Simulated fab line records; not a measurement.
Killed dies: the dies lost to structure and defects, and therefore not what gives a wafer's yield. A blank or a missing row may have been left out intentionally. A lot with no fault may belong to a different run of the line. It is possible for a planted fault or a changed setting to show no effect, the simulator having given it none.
The tool behind it: which one? + flow sky130 + 12 lots, 34 wafers sampled, at 6 steps of a route of 708

== WHAT EACH GAUGE READ, for each wafer ==
SKY_POLY_CUT_CD_MEAS_08: target cd 270 nm.
| lot  | measured     | on        | cd-nm (nm)        |
|------|--------------|-----------|-------------------|
| L280 | day 25 00:47 | cd-sem-01 | 271.7 271.1 271.1 |
| L283 | day 26 11:10 | cd-sem-01 | 267.6 267.0 267.6 |
| L284 | day 26 12:29 | cd-sem-01 | 270.0 266.8 270.1 |
| L285 | day 26 17:29 | cd-sem-02 | 269.9 270.1 270.0 |
| L287 | day 27 07:28 | cd-sem-01 | 271.0 272.9 272.3 |
| L295 | day 30 03:11 | cd-sem-01 | 269.0 268.2       |
| L296 | day 30 08:50 | cd-sem-02 | 272.1 271.4       |
| L297 | day 31 01:29 | cd-sem-02 | 267.6 266.4 267.5 |
| L298 | day 31 04:14 | cd-sem-01 | 270.0 270.4 271.4 |
| L301 | day 31 22:56 | cd-sem-01 | 267.8 268.6 268.3 |
| L302 | day 32 06:20 | cd-sem-02 | 270.1 270.6 268.8 |
| L303 | day 32 07:56 | cd-sem-01 | 270.8 270.2 269.9 |

SKY_VIA1_OVL_MEAS_13.
| lot  | measured     | on         | VIA1_OVL (nm) |
|------|--------------|------------|---------------|
| L280 | day 34 23:18 | overlay-02 | 1 -1 0        |
| L283 | day 36 04:36 | overlay-01 | 0 -2 6        |
| L284 | day 36 05:16 | overlay-01 | 8 7 0         |
| L285 | day 36 11:28 | overlay-01 | -6 -13 -7     |
| L287 | day 36 22:25 | overlay-01 | -4 -4 -3      |
| L295 | day 39 13:38 | overlay-02 | -4 1          |
| L296 | day 39 17:19 | overlay-01 | 0 -6          |
| L297 | day 40 06:52 | overlay-02 | -3 -7 -2      |
| L298 | day 40 10:50 | overlay-01 | -2 -5 -2      |
| L301 | day 41 02:54 | overlay-01 | 0 0 3         |
| L302 | day 41 10:00 | overlay-01 | 2 -1 -3       |
| L303 | day 41 11:29 | overlay-02 | -6 -5 -6      |

SKY_METAL3_CD_MEAS_13: target cd 300 nm.
| lot  | measured     | on        | cd-nm (nm)        |
|------|--------------|-----------|-------------------|
| L280 | day 39 13:10 | cd-sem-02 | 303.8 301.7 302.0 |
| L283 | day 40 18:02 | cd-sem-02 | 300.3 300.9 301.0 |
| L284 | day 40 18:27 | cd-sem-01 | 298.5 299.2 298.1 |
| L285 | day 40 23:23 | cd-sem-01 | 298.4 298.5 298.9 |
| L287 | day 41 10:25 | cd-sem-01 | 301.0 300.2 300.5 |
| L295 | day 43 21:47 | cd-sem-01 | 298.3 299.8       |
| L296 | day 44 00:38 | cd-sem-01 | 299.2 300.2       |
| L297 | day 44 12:02 | cd-sem-01 | 299.5 301.2 301.1 |
| L298 | day 44 16:50 | cd-sem-02 | 298.3 298.4 298.6 |
| L301 | day 45 06:08 | cd-sem-01 | 299.8 300.7 301.2 |
| L302 | day 45 13:32 | cd-sem-01 | 299.9 300.8 299.5 |
| L303 | day 45 14:56 | cd-sem-02 | 301.1 299.9 299.8 |

== WHICH TOOL RAN EACH LOT (tool, then ch and the chambers of the sampled wafers, then the start) ==
| lot  | SKY_LOCAL_INTERCONNECT_COAT_05    | SKY_LOCAL_INTERCONNECT_ETCH_13    | SKY_LOCAL_INTERCONNECT_STRIP_15      |
|------|-----------------------------------|-----------------------------------|--------------------------------------|
| L280 | litho-track-04 ch 0, day 30 17:07 | rie-metal-02 ch 0,1, day 31 07:44 | plasma-asher-01 ch 0,1, day 31 07:50 |
| L283 | litho-track-04 ch 0, day 32 00:11 | rie-metal-03 ch 0,1, day 32 13:57 | plasma-asher-01 ch 0,1, day 32 14:04 |
| L284 | litho-track-04 ch 0, day 32 01:01 | rie-metal-04 ch 0, day 32 14:55   | plasma-asher-03 ch 0,1, day 32 15:02 |
| L285 | litho-track-02 ch 0, day 32 07:01 | rie-metal-02 ch 1, day 32 21:36   | plasma-asher-01 ch 0,1, day 32 21:43 |
| L287 | litho-track-02 ch 0, day 32 18:56 | rie-metal-02 ch 0,1, day 33 09:18 | plasma-asher-01 ch 0,1, day 33 09:25 |
| L295 | litho-track-04 ch 0, day 35 11:02 | rie-metal-03 ch 0, day 36 01:13   | plasma-asher-03 ch 0, day 36 01:21   |
| L296 | litho-track-04 ch 0, day 35 16:17 | rie-metal-02 ch 0, day 36 06:07   | plasma-asher-01 ch 1, day 36 06:20   |
| L297 | litho-track-02 ch 0, day 36 07:34 | rie-metal-03 ch 0,1, day 36 21:08 | plasma-asher-01 ch 0,1, day 36 21:16 |
| L298 | litho-track-01 ch 0, day 36 10:05 | rie-metal-02 ch 0,1, day 36 23:51 | plasma-asher-01 ch 0,1, day 36 23:59 |
| L301 | litho-track-02 ch 0, day 37 03:49 | rie-metal-02 ch 0,1, day 37 17:21 | plasma-asher-01 ch 0,1, day 37 17:28 |
| L302 | litho-track-01 ch 0, day 37 11:32 | rie-metal-03 ch 0,1, day 38 01:43 | plasma-asher-02 ch 0,1, day 38 01:50 |
| L303 | litho-track-01 ch 0, day 37 13:11 | rie-metal-04 ch 0,1, day 38 03:02 | plasma-asher-01 ch 0,1, day 38 03:10 |
- SKY_LOCAL_INTERCONNECT_COAT_05: resist thk 60 nm.
- SKY_LOCAL_INTERCONNECT_ETCH_13: etches BARC in N2/H2, stops on SiO2, time 45.9 s, target depth 60 nm.
- SKY_LOCAL_INTERCONNECT_STRIP_15: strips in O2/N2.

== AS READ BY THE TOOLS THEMSELVES (means over the sampled wafers that have a number; for cases with no such wafer, the mark the record gives instead) ==
SKY_LOCAL_INTERCONNECT_ETCH_13.
| lot  | tool         | drypump-motor-current-A (A) | oes-product-au (a.u.) | throttle-valve-pct (%) |
|------|--------------|-----------------------------|-----------------------|------------------------|
| L280 | rie-metal-02 | 6.1                         | 0.854                 | 13.224                 |
| L283 | rie-metal-03 | 6.0                         | 0.851                 | 13.229                 |
| L284 | rie-metal-04 | 6.3                         | 0.852                 | 13.230                 |
| L285 | rie-metal-02 | 5.8                         | 0.858                 | 13.221                 |
| L287 | rie-metal-02 | 6.0                         | 0.856                 | 13.222                 |
| L295 | rie-metal-03 | 6.3                         | 0.875                 | 13.239                 |
| L296 | rie-metal-02 | 6.3                         | 0.878                 | 13.215                 |
| L297 | rie-metal-03 | 6.0                         | 0.854                 | 13.233                 |
| L298 | rie-metal-02 | 6.0                         | 0.855                 | 13.224                 |
| L301 | rie-metal-02 | 6.2                         | 0.850                 | 13.217                 |
| L302 | rie-metal-03 | 5.7                         | 0.859                 | 13.225                 |
| L303 | rie-metal-04 | 5.6                         | 0.851                 | 13.233                 |

SKY_LOCAL_INTERCONNECT_STRIP_15.
| lot  | tool            | drypump-motor-current-A (A) | oes-product-au (a.u.) | strip-time-to-endpoint-s (s) |
|------|-----------------|-----------------------------|-----------------------|------------------------------|
| L280 | plasma-asher-01 | 5.3                         | 0.429                 | 4.759                        |
| L283 | plasma-asher-01 | 5.6                         | 0.426                 | 4.724                        |
| L284 | plasma-asher-03 | 5.6                         | 0.425                 | 4.750                        |
| L285 | plasma-asher-01 | 5.3                         | 0.426                 | 4.712                        |
| L287 | plasma-asher-01 | 5.3                         | 0.430                 | 4.748                        |
| L295 | plasma-asher-03 | 5.4                         | 0.435                 | 4.768                        |
| L296 | plasma-asher-01 | 5.8                         | 0.431                 | 4.786                        |
| L297 | plasma-asher-01 | 5.2                         | 0.430                 | 4.773                        |
| L298 | plasma-asher-01 | 5.3                         | 0.428                 | 4.729                        |
| L301 | plasma-asher-01 | 5.3                         | 0.431                 | 4.768                        |
| L302 | plasma-asher-02 | 5.4                         | 0.426                 | 4.737                        |
| L303 | plasma-asher-01 | 5.3                         | 0.428                 | 4.735                        |

== THE ANSWER, worked out from the rows above alone ==
Rule: the usual values come from the lots themselves. Put in order of their means at a reading, lots are off if they are a third of the lots or fewer, leave a main group of 4 or more, and stand apart from it by a gap of 3 or more times the standard deviation of the main group's means; of several such gaps the widest counts. Not used: any main group whose means are identical at the precision the tables above print for the reading. A lot without any number at a reading at which 4 lots or more have one is off too. Where the step has rows for the other lots, those lots are counted as sound. After the gauges, taken in route order, come the tools' own readings; for these a lot's mean is taken, as printed above. At the first step where some lot is off, the reading lying furthest off is the one used; lots without a number count as furthest.
Off: L295, L296 (SKY_LOCAL_INTERCONNECT_ETCH_13, oes-product-au). The main group has a mean of 0.854 a.u. with a standard deviation of 0.0029.
A tool fits if, at that step or a process step before it, it ran every lot that is off, and no sound lot after the first of them. One fits: SKY_LOCAL_INTERCONNECT_COAT_05 on litho-track-04. Its last sound lot is L284 (day 32 01:01), its first lot that is off L295 (day 35 11:02): a fault that began between those two fits.

== WHAT WAS PUT IN BY THE SIMULATOR ==
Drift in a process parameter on litho-track-04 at SKY_LOCAL_INTERCONNECT_COAT_05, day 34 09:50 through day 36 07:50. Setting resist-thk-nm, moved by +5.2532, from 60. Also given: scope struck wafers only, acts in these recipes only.
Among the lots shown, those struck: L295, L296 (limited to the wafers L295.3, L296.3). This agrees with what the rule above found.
